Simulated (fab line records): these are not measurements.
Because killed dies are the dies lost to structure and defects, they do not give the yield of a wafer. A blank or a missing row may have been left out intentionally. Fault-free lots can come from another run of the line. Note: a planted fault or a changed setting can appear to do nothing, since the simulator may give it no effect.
Which tool did it?	flow gf180mcu	Sampling: 14 lots, 42 wafers, 2 of 602 route steps

WHAT THE GAUGES READ, wafer by wafer
GF_V2_OVL_MEAS_15.
lot	measured	on	V2_OVL (nm)
L362	day 20 10:11	overlay-02	10 7 13
L364	day 21 05:13	overlay-02	1 2 6
L366	day 21 19:25	overlay-02	5 3 8
L367	day 22 14:22	overlay-01	6 3 -1
L369	day 23 11:07	overlay-02	2 7 10
L375	day 25 05:58	overlay-01	6 8 4
L374	day 25 08:05	overlay-02	0 0 7
L376	day 25 22:30	overlay-01	7 5 4
L378	day 26 11:58	overlay-01	3 -2 7
L379	day 26 13:16	overlay-02	2 2 10
L380	day 26 20:43	overlay-02	8 10 4
L382	day 27 06:51	overlay-02	-8 -5 1
L383	day 27 15:20	overlay-02	-1 -1 -2
L384	day 27 23:46	overlay-01	-4 -3 -9

TOOL THAT RAN EACH LOT (tool first, then ch and the chambers of the sampled wafers, then the start)
lot	GF_SAB_DEVELOP_08
L362	litho_track-01 ch 0, day 15 07:35
L364	litho_track-04 ch 0, day 15 23:24
L366	litho_track-04 ch 0, day 16 14:41
L367	litho_track-04 ch 0, day 17 08:46
L369	litho_track-04 ch 0, day 18 06:13
L375	litho_track-01 ch 0, day 20 02:13
L374	litho_track-01 ch 0, day 20 04:26
L376	litho_track-03 ch 0, day 20 20:39
L378	litho_track-04 ch 0, day 21 13:16
L379	litho_track-04 ch 0, day 21 13:34
L380	litho_track-04 ch 0, day 21 20:31
L382	litho_track-04 ch 0, day 22 11:30
L383	litho_track-03 ch 0, day 22 18:31
L384	litho_track-04 ch 0, day 23 03:57
- GF_SAB_DEVELOP_08: develop time 60 s.

AS READ BY THE TOOLS THEMSELVES (means over the sampled wafers that have a number; for cases with no such wafer, the mark the record gives instead)
GF_SAB_DEVELOP_08.
lot	tool	developer_temp_C (C)
L362	litho_track-01	22.91
L364	litho_track-04	22.93
L366	litho_track-04	22.29
L367	litho_track-04	22.31
L369	litho_track-04	22.37
L375	litho_track-01	22.94
L374	litho_track-01	22.90
L376	litho_track-03	22.87
L378	litho_track-04	23.04
L379	litho_track-04	22.91
L380	litho_track-04	23.08
L382	litho_track-04	22.99
L383	litho_track-03	22.83
L384	litho_track-04	22.83

THE ANSWER, worked out from the rows above alone
Rule: usual is defined by the lots themselves. The widest of any qualifying gaps counts: lots, ordered by their means at a reading, are off when they make up no more than a third of the lots, leave a main group of 4 or more, and stand apart from it by 3 or more times the standard deviation of that group's means. If all means in a main group match to the digits the tables above print for the reading, that group is not used. A lot without any number at a reading at which 4 lots or more have one is off too. Where the step has rows for the other lots, those lots are counted as sound. The gauges are gone through in route order, then the tools' own readings, and for those a lot's mean is taken as printed above. At the first step where some lot is off, the reading lying furthest off is the one used; lots without a number count as furthest.
Off, at GF_SAB_DEVELOP_08 on developer_temp_C: L366, L367, L369. The main group has a mean of 22.93 C with a standard deviation of 0.076.
If a tool, at that step or one of the process steps before it, ran each lot that is off and ran no sound lot following the first of them, it fits. No candidate that was tried fits.

WHAT THE SIMULATOR HAD INSERTED
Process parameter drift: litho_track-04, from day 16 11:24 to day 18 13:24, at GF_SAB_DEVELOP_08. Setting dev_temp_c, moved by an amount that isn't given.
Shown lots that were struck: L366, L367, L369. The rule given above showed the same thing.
